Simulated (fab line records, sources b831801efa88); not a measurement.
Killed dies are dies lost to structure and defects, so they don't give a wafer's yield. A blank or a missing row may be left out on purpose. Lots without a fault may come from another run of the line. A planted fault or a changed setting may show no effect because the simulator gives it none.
fab line records | flow gf180mcu
record lots=5 wafers=15 last_day=34
route steps=602 shown LVPWELL@54 MVSD@66 MVPSD@78
lots that met no fault: from a run of the same line without faults
start_h: hours from the record's first day to the start of the lot's first wafer shown | wait_h: hours since the lot's step before | " the same as in the row above | L1.1+2: a row that stands for several wafers | - no value, or no start given | * or withheld: withheld | < > ~ a bound
route shown NAME@n: a module of which the file shows steps, and the number in the route of the first | usual: mean/standard deviation of fault-free wafers | same: alike in all rows | chamber/n: place in a boat | sites: the reading at each site | _std_site: their standard deviation | _edge_site: outer sites' mean less inner sites' | radius_mm: how far each site lies from the wafer's centre | mask NAME#n: copy n | behind: the tool/chamber that last shaped the wafer | hold: why the lot was held/for how many hours/how that ended | device: the transistor (n, p or np) that didn't switch | end of line: the same wafers' tests at the end of the route | a step without rows: its recipe alone | killed: dies lost to structure and defects at the first sort, not the wafer's yield | map: a wafer's dies, x killed, . not, _ none there
set.NAME: the setting as run; set.NAME@STEP: as run at that earlier step | model.NAME: the simulator's own value behind a step, which no gauge read
lots at some steps of the route; a table a step, a row a wafer
services: from which hour (start_h, from the record's first day; less than 0 if before it) a tool's chamber was out of use, for how many hours, and why
## steps
# step GF_LVPWELL_DEHYDRATE_00
# recipe temp_c=200 time_s=60
# usual exhaust_pa=45.1/0.88 plate_temp_C=200.05/0.18
# same time_s=60
# columns lot.wafer tool chamber start_h wait_h exhaust_pa plate_temp_C
L075.1 litho_track-01 0 59.93 5.3 46.5 200.04
L075.4 " 0 " " 46.4 200.03
L075.6 " 0 " " 45.9 199.99
L087.1 litho_track-02 0 134.46 7.3 45.4 200.20
L087.4 " 0 " " 45.9 200.01
L087.5 " 0 " " 45.9 199.84
L091.1 litho_track-04 0 155.96 6.9 45.1 199.84
L091.5 " 0 " " 46.1 199.74
L091.6 " 0 " " 45.2 199.71
L094.1 litho_track-04 0 175.51 7.5 46.1 200.45
L094.3 " 0 " " 44.9 200.49
L094.5 " 0 " " 44.7 200.45
L095.2 litho_track-04 0 181.43 7.6 45.4 200.10
L095.4 " 0 " " 45.3 199.88
L095.5 " 0 " " 46.0 199.68
# step GF_LVPWELL_HMDS_01
# recipe prime_time_s=60 prime_temp_c=120
# usual exhaust_pa=44.9/0.82
# columns lot.wafer tool chamber start_h wait_h exhaust_pa
L075.1 litho_track-01 0 60.08 0.1 44.3
L075.4 " 0 " " 44.2
L075.6 " 0 " " 45.7
L087.1 litho_track-02 0 134.61 0.1 45.9
L087.4 " 0 " " 44.6
L087.5 " 0 " " 45.8
L091.1 litho_track-04 0 156.11 0.1 45.4
L091.5 " 0 " " 44.8
L091.6 " 0 " " 44.1
L094.1 litho_track-04 0 175.66 0.1 44.6
L094.3 " 0 " " 44.0
L094.5 " 0 " " 46.3
L095.2 litho_track-04 0 181.58 0.1 45.6
L095.4 " 0 " " 45.5
L095.5 " 0 " " 43.9
# step GF_LVPWELL_COAT_02
# recipe spin_rpm=2000 resist_thk_nm=3000
# usual exhaust_pa=45.0/0.91 spin_speed_rpm=2000.1/1.3
# columns lot.wafer tool chamber start_h wait_h exhaust_pa spin_speed_rpm
L075.1 litho_track-01 0 60.23 0.1 44.4 2001.6
L075.4 " 0 " " 44.5 2000.4
L075.6 " 0 " " 45.3 1999.4
L087.1 litho_track-02 0 134.76 0.1 45.5 1999.6
L087.4 " 0 " " 45.5 2000.7
L087.5 " 0 " " 44.6 2000.3
L091.1 litho_track-04 0 156.26 0.1 44.1 2001.6
L091.5 " 0 " " 44.8 2000.2
L091.6 " 0 " " 44.2 2000.5
L094.1 litho_track-04 0 175.81 0.1 45.9 2002.3
L094.3 " 0 " " 44.8 1999.3
L094.5 " 0 " " 45.0 2001.3
L095.2 litho_track-04 0 181.73 0.1 42.7 1999.9
L095.4 " 0 " " 43.4 2000.3
L095.5 " 0 " " 43.3 2000.5
# step GF_LVPWELL_SOFTBAKE_03
# recipe temp_c=110 time_s=withheld
# usual exhaust_pa=45.0/0.87 plate_temp_C=109.99/0.13
# columns lot.wafer tool chamber start_h wait_h exhaust_pa plate_temp_C
L075.1 litho_track-01 0 60.38 0.1 45.7 110.08
L075.4 " 0 " " 46.7 109.88
L075.6 " 0 " " 44.8 110.06
L087.1 litho_track-02 0 134.91 0.1 43.5 110.02
L087.4 " 0 " " 44.3 109.96
L087.5 " 0 " " 43.5 110.26
L091.1 litho_track-04 0 156.41 0.1 45.0 109.87
L091.5 " 0 " " 45.0 110.06
L091.6 " 0 " " 45.5 109.87
L094.1 litho_track-04 0 175.96 0.1 44.8 109.99
L094.3 " 0 " " 44.9 110.09
L094.5 " 0 " " 46.3 110.01
L095.2 litho_track-04 0 181.89 0.1 45.7 110.13
L095.4 " 0 " " 44.9 109.85
L095.5 " 0 " " 45.3 110.01
# step GF_LVPWELL_EXPOSE_04
# recipe mask_id=LVPWELL target_cd_nm=600 na=0.6 source_shape=conventional sigma_outer=0.6 dose_mj=260
# columns lot.wafer tool chamber start_h wait_h mask
L075.1+4+6 iline_stepper-01 0 - - LVPWELL#0
L087.1+4+5 iline_stepper-02 0 - - LVPWELL#0
L091.1+5+6 iline_stepper-02 0 - - LVPWELL#0
L094.1+3+5 iline_stepper-02 0 - - LVPWELL#0
L095.2+4+5 iline_stepper-01 0 - - LVPWELL#0
# step GF_LVPWELL_PEB_05
# recipe temp_c=115 time_s=withheld
# usual exhaust_pa=45.0/0.89 plate_temp_C=114.98/0.14
# columns lot.wafer tool chamber start_h wait_h exhaust_pa plate_temp_C
L075.1 litho_track-04 0 - - 44.6 114.95
L075.4 " 0 " " 44.4 114.82
L075.6 " 0 " " 44.3 115.21
L087.1 litho_track-02 0 - - 44.9 115.20
L087.4 " 0 " " 44.6 114.90
L087.5 " 0 " " 44.9 115.13
L091.1 litho_track-01 0 - - 46.0 114.89
L091.5 " 0 " " 43.9 114.86
L091.6 " 0 " " 44.9 114.94
L094.1 litho_track-01 0 - - 44.8 115.02
L094.3 " 0 " " 45.3 114.95
L094.5 " 0 " " 45.3 115.25
L095.2 litho_track-02 0 - - 43.7 114.84
L095.4 " 0 " " 44.2 114.96
L095.5 " 0 " " 45.2 114.99
# step GF_LVPWELL_DEVELOP_06
# recipe wall_angle_deg=90 develop_time_s=60 dev_temp_c=23
# usual exhaust_pa=45.3/0.93
# columns lot.wafer tool chamber start_h wait_h exhaust_pa
L075.1 litho_track-04 0 - - 46.0
L075.4 " 0 " " 44.9
L075.6 " 0 " " 45.4
L087.1 litho_track-02 0 - - 43.5
L087.4 " 0 " " 45.1
L087.5 " 0 " " 44.8
L091.1 litho_track-01 0 - - 45.6
L091.5 " 0 " " 45.7
L091.6 " 0 " " 46.2
L094.1 litho_track-01 0 - - 47.9
L094.3 " 0 " " 45.6
L094.5 " 0 " " 46.6
L095.2 litho_track-02 0 - - 46.0
L095.4 " 0 " " 46.9
L095.5 " 0 " " 47.1
# step GF_LVPWELL_OVL_MEAS_07
# usual LVPWELL_OVL=-0.6/1.4
# columns lot.wafer tool chamber start_h wait_h LVPWELL_OVL[nm]
L075.1 overlay-02 - 67.11 - 0.5
L075.4 " - " " 2.4
L075.6 " - " " 1.5
L087.1 overlay-01 - 142.06 - 1.0
L087.4 " - " " -0.3
L087.5 " - " " 0.1
L091.1 overlay-02 - 165.33 - -0.5
L091.5 " - " " -2.8
L091.6 " - " " -0.1
L094.1 overlay-01 - 184.83 - 1.4
L094.3 " - " " -0.2
L094.5 " - " " 1.2
L095.2 overlay-01 - 191.17 - -0.6
L095.4 " - " " -1.4
L095.5 " - " " -1.6
# step GF_LVPWELL_IMPLANT_08
# recipe species=B energy_kev=170 dose_cm2=1.5e+13 tilt_deg=0
# usual beam_energy_keV=170.01/0.053
# same implant_ion_amu=11
# columns lot.wafer tool chamber start_h wait_h beam_energy_keV
L075.1 implanter-02 0 67.14 0.0 170.05
L075.4 " 0 " " 170.08
L075.6 " 0 " " 169.99
L087.1 implanter-02 0 142.10 0.0 169.97
L087.4 " 0 " " 169.97
L087.5 " 0 " " 169.90
L091.1 implanter-02 0 165.37 0.0 170.03
L091.5 " 0 " " 169.91
L091.6 " 0 " " 169.95
L094.1 implanter-02 0 184.87 0.0 169.99
L094.3 " 0 " " 170.01
L094.5 " 0 " " 170.07
L095.2 implanter-02 0 191.22 0.0 170.09
L095.4 " 0 " " 169.93
L095.5 " 0 " " 170.12
# step GF_LVPWELL_IMPLANT_09
# recipe species=B energy_kev=60 dose_cm2=5e+12 tilt_deg=0
# usual beam_energy_keV=60.000/0.016
# same implant_ion_amu=11
# columns lot.wafer tool chamber start_h wait_h beam_energy_keV
L075.1 implanter-02 0 67.29 0.1 59.994
L075.4 " 0 " " 59.998
L075.6 " 0 " " 59.997
L087.1 implanter-02 0 142.25 0.1 59.998
L087.4 " 0 " " 60.030
L087.5 " 0 " " 60.002
L091.1 implanter-02 0 165.52 0.1 60.007
L091.5 " 0 " " 60.007
L091.6 " 0 " " 59.994
L094.1 implanter-02 0 185.02 0.1 59.978
L094.3 " 0 " " 59.979
L094.5 " 0 " " 59.987
L095.2 implanter-02 0 191.37 0.1 59.991
L095.4 " 0 " " 60.003
L095.5 " 0 " " 60.013
# step GF_LVPWELL_STRIP_10
# recipe chemistry=O2/N2 power_w=1400 pressure_mtorr=1500 platen_temp_c=250 o2_flow_sccm=3000 n2_flow_sccm=300 overash_fraction=0.5
# usual drypump_motor_current_A=5.5/0.37 heater_power_w=331/35 oes_product_au=0.723/0.0045 strip_time_to_endpoint_s=36.97/0.098
# columns lot.wafer tool chamber start_h wait_h drypump_motor_current_A heater_power_w oes_product_au rf_hours_counter_h strip_time_to_endpoint_s
L075.1 plasma_asher-01 0 67.44 0.1 4.9 306 0.726 26 36.77
L075.4 " 0 " " 4.9 316 0.727 - 36.89
L075.6 " 1 " " 6.2 335 0.716 - 36.86
L087.1 plasma_asher-03 0 142.40 0.1 5.5 303 0.732 45 37.12
L087.4 " 0 " " 5.5 301 0.726 - 37.00
L087.5 " 1 " " 5.5 339 0.727 - 37.01
L091.1 plasma_asher-02 1 165.67 0.1 5.7 307 0.716 5 36.95
L091.5 " 1 " " 5.6 295 0.725 - 36.87
L091.6 " 0 " " 5.3 397 0.725 - 36.96
L094.1 plasma_asher-01 0 185.17 0.1 4.9 318 0.724 40 37.17
L094.3 " 1 " " 6.2 324 0.719 - 37.15
L094.5 " 1 " " 6.2 322 0.724 - 37.03
L095.2 plasma_asher-02 0 191.50 0.1 5.3 401 0.722 9 36.98
L095.4 " 0 " " 5.3 384 0.719 - 36.92
L095.5 " 1 " " 5.7 301 0.722 - 36.92
# step GF_LVPWELL_TW_MEAS_11
# usual LVPWELL_TW=560/5.8
# columns lot.wafer tool chamber start_h wait_h LVPWELL_TW
L075.1 film_metro-01 - 67.54 0.1 550
L075.4 " - " " 551
L075.6 " - " " 550
L087.1 film_metro-03 - 142.50 0.1 564
L087.4 " - " " 560
L087.5 " - " " 564
L091.1 film_metro-03 - 165.77 0.1 559
L091.5 " - " " 561
L091.6 " - " " 561
L094.1 film_metro-03 - 185.27 0.1 558
L094.3 " - " " 562
L094.5 " - " " 559
L095.2 film_metro-03 - 191.61 0.1 556
L095.4 " - " " 557
L095.5 " - " " 559
# step GF_MVSD_DEHYDRATE_00
# recipe temp_c=200 time_s=60
# usual exhaust_pa=44.8/0.85 plate_temp_C=200.01/0.16
# same time_s=60
# columns lot.wafer tool chamber start_h wait_h exhaust_pa plate_temp_C
L075.1 litho_track-03 0 73.64 6.1 45.9 200.02
L075.4 " 0 " " 45.5 200.28
L075.6 " 0 " " 45.5 200.12
L087.1 litho_track-02 0 150.46 8.0 44.5 200.09
L087.4 " 0 " " 45.7 199.93
L087.5 " 0 " " 45.4 199.99
L091.1 litho_track-03 0 173.44 7.7 44.9 200.34
L091.5 " 0 " " 45.2 200.18
L091.6 " 0 " " 44.6 200.28
L094.1 litho_track-02 0 193.11 7.8 45.8 199.81
L094.3 " 0 " " 46.0 199.66
L094.5 " 0 " " 45.5 199.66
L095.2 litho_track-03 0 199.27 7.7 45.3 199.92
L095.4 " 0 " " 44.7 199.91
L095.5 " 0 " " 45.2 200.07
# step GF_MVSD_HMDS_01
# recipe prime_time_s=60 prime_temp_c=120
# usual exhaust_pa=45.2/0.9
# columns lot.wafer tool chamber start_h wait_h exhaust_pa
L075.1 litho_track-03 0 73.79 0.1 45.6
L075.4 " 0 " " 46.3
L075.6 " 0 " " 44.2
L087.1 litho_track-02 0 150.61 0.1 45.4
L087.4 " 0 " " 46.0
L087.5 " 0 " " 44.9
L091.1 litho_track-03 0 173.59 0.1 47.0
L091.5 " 0 " " 44.9
L091.6 " 0 " " 46.4
L094.1 litho_track-02 0 193.26 0.1 44.3
L094.3 " 0 " " 43.7
L094.5 " 0 " " 44.1
L095.2 litho_track-03 0 199.42 0.1 45.8
L095.4 " 0 " " 44.8
L095.5 " 0 " " 45.9
# step GF_MVSD_COAT_02
# recipe spin_rpm=2000 resist_thk_nm=3000
# usual exhaust_pa=45.1/0.84 spin_speed_rpm=1999.8/1.6
# columns lot.wafer tool chamber start_h wait_h exhaust_pa spin_speed_rpm
L075.1 litho_track-03 0 73.94 0.1 45.7 1997.8
L075.4 " 0 " " 47.0 2001.1
L075.6 " 0 " " 45.8 1994.7
L087.1 litho_track-02 0 150.76 0.1 46.7 2001.5
L087.4 " 0 " " 44.3 2001.7
L087.5 " 0 " " 45.0 2001.4
L091.1 litho_track-03 0 173.74 0.1 45.7 1998.0
L091.5 " 0 " " 44.5 1999.4
L091.6 " 0 " " 45.2 1997.9
L094.1 litho_track-02 0 193.41 0.1 44.3 1998.5
L094.3 " 0 " " 44.2 1999.4
L094.5 " 0 " " 44.3 2000.0
L095.2 litho_track-03 0 199.57 0.1 46.3 2002.9
L095.4 " 0 " " 44.4 1997.4
L095.5 " 0 " " 43.6 1997.6
# step GF_MVSD_SOFTBAKE_03
# recipe temp_c=110 time_s=withheld
# usual exhaust_pa=45.0/0.8 plate_temp_C=110.01/0.14
# columns lot.wafer tool chamber start_h wait_h exhaust_pa plate_temp_C
L075.1 litho_track-03 0 74.09 0.1 43.5 109.84
L075.4 " 0 " " 45.0 109.85
L075.6 " 0 " " 45.3 109.61
L087.1 litho_track-02 0 150.91 0.1 44.6 109.89
L087.4 " 0 " " 46.0 109.97
L087.5 " 0 " " 45.5 109.93
L091.1 litho_track-03 0 173.89 0.1 44.6 110.11
L091.5 " 0 " " 44.7 110.06
L091.6 " 0 " " 45.5 110.09
L094.1 litho_track-02 0 193.56 0.1 45.5 110.05
L094.3 " 0 " " 45.8 109.88
L094.5 " 0 " " 45.0 110.10
L095.2 litho_track-03 0 199.73 0.1 45.0 110.05
L095.4 " 0 " " 45.8 110.04
L095.5 " 0 " " 45.0 109.95
# step GF_MVSD_EXPOSE_04
# recipe mask_id=MVSD target_cd_nm=1000 na=0.6 source_shape=conventional sigma_outer=0.6 dose_mj=260
# columns lot.wafer tool chamber start_h wait_h mask
L075.1+4+6 iline_stepper-01 0 - - MVSD#0
L087.1+4+5 iline_stepper-01 0 - - MVSD#0
L091.1+5+6 iline_stepper-01 0 - - MVSD#0
L094.1+3+5 iline_stepper-01 0 - - MVSD#0
L095.2+4+5 iline_stepper-02 0 - - MVSD#0
# step GF_MVSD_PEB_05
# recipe temp_c=115 time_s=withheld
# usual exhaust_pa=44.9/0.88 plate_temp_C=115.00/0.14
# columns lot.wafer tool chamber start_h wait_h exhaust_pa plate_temp_C
L075.1 litho_track-01 0 - - 44.6 115.04
L075.4 " 0 " " 44.2 115.17
L075.6 " 0 " " 44.0 115.08
L087.1 litho_track-03 0 - - 44.0 114.87
L087.4 " 0 " " 44.7 114.87
L087.5 " 0 " " 44.7 114.77
L091.1 litho_track-02 0 - - 44.7 115.19
L091.5 " 0 " " 45.9 115.05
L091.6 " 0 " " 44.9 115.26
L094.1 litho_track-01 0 - - 45.1 114.97
L094.3 " 0 " " 45.8 114.97
L094.5 " 0 " " 45.4 115.18
L095.2 litho_track-03 0 - - 44.7 115.05
L095.4 " 0 " " 45.0 115.12
L095.5 " 0 " " 44.6 114.99
# step GF_MVSD_DEVELOP_06
# recipe wall_angle_deg=90 develop_time_s=60 dev_temp_c=23
# usual exhaust_pa=44.9/0.82
# columns lot.wafer tool chamber start_h wait_h exhaust_pa
L075.1 litho_track-01 0 - - 44.6
L075.4 " 0 " " 45.6
L075.6 " 0 " " 44.4
L087.1 litho_track-03 0 - - 45.8
L087.4 " 0 " " 45.2
L087.5 " 0 " " 46.0
L091.1 litho_track-02 0 - - 45.5
L091.5 " 0 " " 45.8
L091.6 " 0 " " 45.0
L094.1 litho_track-01 0 - - 44.7
L094.3 " 0 " " 43.8
L094.5 " 0 " " 44.9
L095.2 litho_track-03 0 - - 45.8
L095.4 " 0 " " 46.8
L095.5 " 0 " " 44.5
# step GF_MVSD_OVL_MEAS_07
# usual MVSD_OVL=0.3/1.2
# columns lot.wafer tool chamber start_h wait_h MVSD_OVL[nm]
L075.1 overlay-01 - 80.83 - 0.5
L075.4 " - " " -0.1
L075.6 " - " " -1.1
L087.1 overlay-01 - 158.04 - -0.8
L087.4 " - " " -2.6
L087.5 " - " " -1.2
L091.1 overlay-02 - 181.76 - -1.0
L091.5 " - " " 0.4
L091.6 " - " " 0.2
L094.1 overlay-02 - 202.73 - -1.6
L094.3 " - " " -1.7
L094.5 " - " " -0.5
L095.2 overlay-01 - 209.25 - 1.9
L095.4 " - " " -0.3
L095.5 " - " " 1.0
# step GF_MVSD_IMPLANT_08
# recipe species=P energy_kev=400 dose_cm2=1.6e+13 tilt_deg=0
# usual beam_energy_keV=399.98/0.13
# same implant_ion_amu=31
# columns lot.wafer tool chamber start_h wait_h beam_energy_keV
L075.1 implanter-01 0 80.87 0.0 399.92
L075.4 " 0 " " 400.05
L075.6 " 0 " " 400.15
L087.1 implanter-04 0 158.08 0.0 399.85
L087.4 " 0 " " 399.93
L087.5 " 0 " " 399.84
L091.1 implanter-03 0 181.80 0.0 399.90
L091.5 " 0 " " 399.85
L091.6 " 0 " " 400.04
L094.1 implanter-03 0 202.77 0.0 399.97
L094.3 " 0 " " 400.01
L094.5 " 0 " " 400.11
L095.2 implanter-04 0 209.30 0.0 399.97
L095.4 " 0 " " 400.08
L095.5 " 0 " " 399.95
# step GF_MVSD_IMPLANT_09
# recipe species=P energy_kev=100 dose_cm2=5e+12 tilt_deg=0
# usual beam_energy_keV=99.998/0.03
# same implant_ion_amu=31
# columns lot.wafer tool chamber start_h wait_h beam_energy_keV
L075.1 implanter-01 0 81.02 0.1 99.987
L075.4 " 0 " " 99.989
L075.6 " 0 " " 99.969
L087.1 implanter-04 0 158.23 0.1 99.991
L087.4 " 0 " " 100.01
L087.5 " 0 " " 100.01
L091.1 implanter-03 0 181.95 0.1 99.997
L091.5 " 0 " " 100.02
L091.6 " 0 " " 100.00
L094.1 implanter-03 0 202.92 0.1 100.01
L094.3 " 0 " " 100.03
L094.5 " 0 " " 100.01
L095.2 implanter-04 0 209.45 0.1 100.03
L095.4 " 0 " " 100.04
L095.5 " 0 " " 99.995
# step GF_MVSD_STRIP_10
# recipe chemistry=O2/N2 power_w=1400 pressure_mtorr=1500 platen_temp_c=250 o2_flow_sccm=3000 n2_flow_sccm=300 overash_fraction=0.5
# usual drypump_motor_current_A=5.7/0.56 heater_power_w=325/29 oes_product_au=0.723/0.0044 strip_time_to_endpoint_s=36.92/0.11
# columns lot.wafer tool chamber start_h wait_h drypump_motor_current_A heater_power_w oes_product_au rf_hours_counter_h strip_time_to_endpoint_s
L075.1 plasma_asher-03 1 81.17 0.1 5.5 341 0.730 39 36.94
L075.4 " 1 " " 5.5 343 0.726 - 37.00
L075.6 " 1 " " 5.5 350 0.724 - 36.87
L087.1 plasma_asher-03 1 158.38 0.1 5.5 341 0.723 47 37.06
L087.4 " 0 " " 5.5 298 0.724 - 37.00
L087.5 " 0 " " 5.5 296 0.722 - 36.98
L091.1 plasma_asher-04 1 182.10 0.1 5.6 290 0.727 54 36.85
L091.5 " 1 " " 5.6 295 0.728 - 36.85
L091.6 " 0 " " 6.6 383 0.723 - 37.04
L094.1 plasma_asher-01 1 203.07 0.1 6.2 328 0.717 42 36.79
L094.3 " 1 " " 6.2 326 0.721 - 36.74
L094.5 " 1 " " 6.2 318 0.733 - 36.87
L095.2 plasma_asher-04 1 209.58 0.1 5.5 292 0.721 57 36.97
L095.4 " 0 " " 6.6 398 0.715 - 37.07
L095.5 " 0 " " 6.6 391 0.723 - 37.09
# step GF_MVSD_TW_MEAS_11
# usual MVSD_TW=1586/20
# columns lot.wafer tool chamber start_h wait_h MVSD_TW
L075.1 film_metro-01 - 81.27 0.1 1561
L075.4 " - " " 1562
L075.6 " - " " 1568
L087.1 film_metro-04 - 158.48 0.1 1601
L087.4 " - " " 1603
L087.5 " - " " 1606
L091.1 film_metro-01 - 182.20 0.1 1558
L091.5 " - " " 1554
L091.6 " - " " 1555
L094.1 film_metro-03 - 203.17 0.1 1582
L094.3 " - " " 1572
L094.5 " - " " 1577
L095.2 film_metro-01 - 209.69 0.1 1566
L095.4 " - " " 1571
L095.5 " - " " 1579
# step GF_MVPSD_DEHYDRATE_00
# recipe temp_c=200 time_s=60
# usual exhaust_pa=45.0/0.8 plate_temp_C=199.99/0.16
# same time_s=60
# columns lot.wafer tool chamber start_h wait_h exhaust_pa plate_temp_C
L075.1 litho_track-03 0 87.19 5.9 45.0 200.06
L075.4 " 0 " " 45.7 200.14
L075.6 " 0 " " 44.8 199.92
L087.1 litho_track-03 0 167.09 8.6 46.9 200.11
L087.4 " 0 " " 44.2 199.79
L087.5 " 0 " " 44.4 199.80
L091.1 litho_track-04 0 190.51 8.3 44.8 199.95
L091.5 " 0 " " 44.4 199.89
L091.6 " 0 " " 44.0 199.88
L094.1 litho_track-04 0 211.26 8.1 45.3 200.18
L094.3 " 0 " " 46.6 200.03
L094.5 " 0 " " 45.7 199.83
L095.2 litho_track-04 0 217.18 7.5 45.0 199.89
L095.4 " 0 " " 44.8 199.94
L095.5 " 0 " " 45.9 199.90
# step GF_MVPSD_HMDS_01
# recipe prime_time_s=60 prime_temp_c=120
# usual exhaust_pa=45.0/0.87
# columns lot.wafer tool chamber start_h wait_h exhaust_pa
L075.1 litho_track-03 0 87.34 0.1 44.5
L075.4 " 0 " " 43.6
L075.6 " 0 " " 44.1
L087.1 litho_track-03 0 167.24 0.1 45.1
L087.4 " 0 " " 45.7
L087.5 " 0 " " 43.9
L091.1 litho_track-04 0 190.66 0.1 45.4
L091.5 " 0 " " 43.6
L091.6 " 0 " " 46.8
L094.1 litho_track-04 0 211.41 0.1 46.0
L094.3 " 0 " " 45.0
L094.5 " 0 " " 44.7
L095.2 litho_track-04 0 217.33 0.1 44.4
L095.4 " 0 " " 45.8
L095.5 " 0 " " 43.8
# step GF_MVPSD_COAT_02
# recipe spin_rpm=2000 resist_thk_nm=3000
# usual exhaust_pa=45.0/0.74 spin_speed_rpm=2000.1/1.6
# columns lot.wafer tool chamber start_h wait_h exhaust_pa spin_speed_rpm
L075.1 litho_track-03 0 87.49 0.1 45.0 2000.9
L075.4 " 0 " " 44.7 1998.0
L075.6 " 0 " " 45.4 2000.6
L087.1 litho_track-03 0 167.39 0.1 45.9 1999.3
L087.4 " 0 " " 46.0 1997.4
L087.5 " 0 " " 45.5 2002.6
L091.1 litho_track-04 0 190.81 0.1 45.2 1999.8
L091.5 " 0 " " 44.4 2000.5
L091.6 " 0 " " 46.0 2000.7
L094.1 litho_track-04 0 211.56 0.1 45.0 1998.6
L094.3 " 0 " " 44.9 2001.3
L094.5 " 0 " " 45.9 1999.2
L095.2 litho_track-04 0 217.48 0.1 44.5 2000.4
L095.4 " 0 " " 45.3 2000.0
L095.5 " 0 " " 45.5 2000.5
# step GF_MVPSD_SOFTBAKE_03
# recipe temp_c=110 time_s=withheld
# usual exhaust_pa=45.1/0.95 plate_temp_C=110.00/0.12
# columns lot.wafer tool chamber start_h wait_h exhaust_pa plate_temp_C
L075.1 litho_track-03 0 87.64 0.1 44.7 110.21
L075.4 " 0 " " 45.4 110.10
L075.6 " 0 " " 44.1 110.04
L087.1 litho_track-03 0 167.54 0.1 45.8 110.13
L087.4 " 0 " " 44.9 110.24
L087.5 " 0 " " 45.8 110.02
L091.1 litho_track-04 0 190.96 0.1 45.0 109.95
L091.5 " 0 " " 44.2 110.17
L091.6 " 0 " " 44.8 110.09
L094.1 litho_track-04 0 211.71 0.1 44.2 110.16
L094.3 " 0 " " 44.4 110.10
L094.5 " 0 " " 45.5 110.10
L095.2 litho_track-04 0 217.64 0.1 45.8 110.20
L095.4 " 0 " " 44.8 109.99
L095.5 " 0 " " 44.3 109.94
# step GF_MVPSD_EXPOSE_04
# recipe mask_id=MVPSD target_cd_nm=1000 na=0.6 source_shape=conventional sigma_outer=0.6 dose_mj=260
# columns lot.wafer tool chamber start_h wait_h mask
L075.1+4+6 iline_stepper-02 0 - - MVPSD#0
L087.1+4+5 iline_stepper-02 0 - - MVPSD#0
L091.1+5+6 iline_stepper-01 0 - - MVPSD#0
L094.1+3+5 iline_stepper-01 0 - - MVPSD#0
L095.2+4+5 iline_stepper-02 0 - - MVPSD#0
# step GF_MVPSD_PEB_05
# recipe temp_c=115 time_s=withheld
# usual exhaust_pa=45.2/0.86 plate_temp_C=115.01/0.12
# columns lot.wafer tool chamber start_h wait_h exhaust_pa plate_temp_C
L075.1 litho_track-04 0 - - 46.0 114.99
L075.4 " 0 " " 44.8 115.31
L075.6 " 0 " " 44.1 115.11
L087.1 litho_track-04 0 - - 46.7 114.89
L087.4 " 0 " " 47.2 114.93
L087.5 " 0 " " 46.5 114.90
L091.1 litho_track-01 0 - - 45.8 114.89
L091.5 " 0 " " 44.8 114.97
L091.6 " 0 " " 45.4 114.93
L094.1 litho_track-03 0 - - 44.0 115.15
L094.3 " 0 " " 44.8 115.03
L094.5 " 0 " " 46.3 115.06
L095.2 litho_track-01 0 - - 46.0 115.26
L095.4 " 0 " " 43.7 115.24
L095.5 " 0 " " 45.8 115.08
# step GF_MVPSD_DEVELOP_06
# recipe wall_angle_deg=90 develop_time_s=60 dev_temp_c=23
# usual exhaust_pa=45.0/0.9
# columns lot.wafer tool chamber start_h wait_h exhaust_pa
L075.1 litho_track-04 0 - - 44.7
L075.4 " 0 " " 44.3
L075.6 " 0 " " 46.0
L087.1 litho_track-04 0 - - 45.2
L087.4 " 0 " " 46.8
L087.5 " 0 " " 45.4
L091.1 litho_track-01 0 - - 42.9
L091.5 " 0 " " 44.0
L091.6 " 0 " " 44.8
L094.1 litho_track-03 0 - - 45.5
L094.3 " 0 " " 45.2
L094.5 " 0 " " 44.5
L095.2 litho_track-01 0 - - 45.3
L095.4 " 0 " " 45.4
L095.5 " 0 " " 45.0
# step GF_MVPSD_OVL_MEAS_07
# usual MVPSD_OVL=0.2/1.3
# columns lot.wafer tool chamber start_h wait_h MVPSD_OVL[nm]
L075.1 overlay-02 - 94.01 - -1.1
L075.4 " - " " -1.0
L075.6 " - " " -0.7
L087.1 overlay-01 - 175.51 - -1.4
L087.4 " - " " -1.5
L087.5 " - " " -0.8
L091.1 overlay-02 - 199.53 - 0.5
L091.5 " - " " 2.1
L091.6 " - " " 3.5
L094.1 overlay-02 - 220.69 - 0.7
L094.3 " - " " 1.9
L094.5 " - " " 0.9
L095.2 overlay-02 - 227.54 - 1.4
L095.4 " - " " 2.3
L095.5 " - " " 0.7
# step GF_MVPSD_IMPLANT_08
# recipe species=B energy_kev=170 dose_cm2=1.5e+13 tilt_deg=0
# usual beam_energy_keV=170.01/0.055
# same implant_ion_amu=11
# columns lot.wafer tool chamber start_h wait_h beam_energy_keV
L075.1 implanter-04 0 94.04 0.0 170.05
L075.4 " 0 " " 170.16
L075.6 " 0 " " 170.15
L087.1 implanter-03 0 175.54 0.0 169.99
L087.4 " 0 " " 170.01
L087.5 " 0 " " 169.93
L091.1 implanter-02 0 199.57 0.0 170.03
L091.5 " 0 " " 170.02
L091.6 " 0 " " 169.99
L094.1 implanter-03 0 220.73 0.0 170.09
L094.3 " 0 " " 170.06
L094.5 " 0 " " 170.12
L095.2 implanter-03 0 227.59 0.0 170.15
L095.4 " 0 " " 170.00
L095.5 " 0 " " 170.12
# step GF_MVPSD_IMPLANT_09
# recipe species=B energy_kev=40 dose_cm2=5e+12 tilt_deg=0
# usual beam_energy_keV=39.998/0.013
# same implant_ion_amu=11
# columns lot.wafer tool chamber start_h wait_h beam_energy_keV
L075.1 implanter-04 0 94.19 0.1 39.994
L075.4 " 0 " " 40.007
L075.6 " 0 " " 39.995
L087.1 implanter-03 0 175.69 0.1 39.988
L087.4 " 0 " " 40.024
L087.5 " 0 " " 40.036
L091.1 implanter-02 0 199.72 0.1 40.005
L091.5 " 0 " " 40.012
L091.6 " 0 " " 40.017
L094.1 implanter-03 0 220.88 0.1 40.011
L094.3 " 0 " " 40.008
L094.5 " 0 " " 40.010
L095.2 implanter-03 0 227.74 0.1 40.000
L095.4 " 0 " " 39.995
L095.5 " 0 " " 40.013
## services
# columns tool chamber start_h hours kind
plasma_asher-04 - 40.44 0.7 repair
iline_stepper-02 - 61.80 2.3 repair
plasma_asher-02 - 67.51 12.8 pm
iline_stepper-02 - 67.86 4.4 pm
iline_stepper-01 0 72.00 - calibration
implanter-02 - 74.97 1.6 repair
implanter-03 - 89.97 33.5 pm
iline_stepper-02 - 98.95 1.7 pm
plasma_asher-02 - 108.75 9.0 pm
plasma_asher-02 0 108.75 9.0 vent_cycle
plasma_asher-02 1 108.75 9.0 vent_cycle
implanter-02 - 115.70 5.6 pm
iline_stepper-01 - 120.34 1.7 pm
implanter-03 - 123.49 3.8 pm
implanter-02 - 129.46 5.1 repair
implanter-04 - 136.36 3.7 pm
plasma_asher-02 - 147.64 2.1 repair
plasma_asher-04 - 147.90 2.5 repair
plasma_asher-04 - 154.16 22.3 pm
iline_stepper-01 - 155.67 3.0 repair
implanter-01 - 189.99 2.7 pm
implanter-04 - 221.03 2.7 repair
iline_stepper-02 0 223.53 - calibration
plasma_asher-03 - 226.52 1.5 repair
## key
fault none
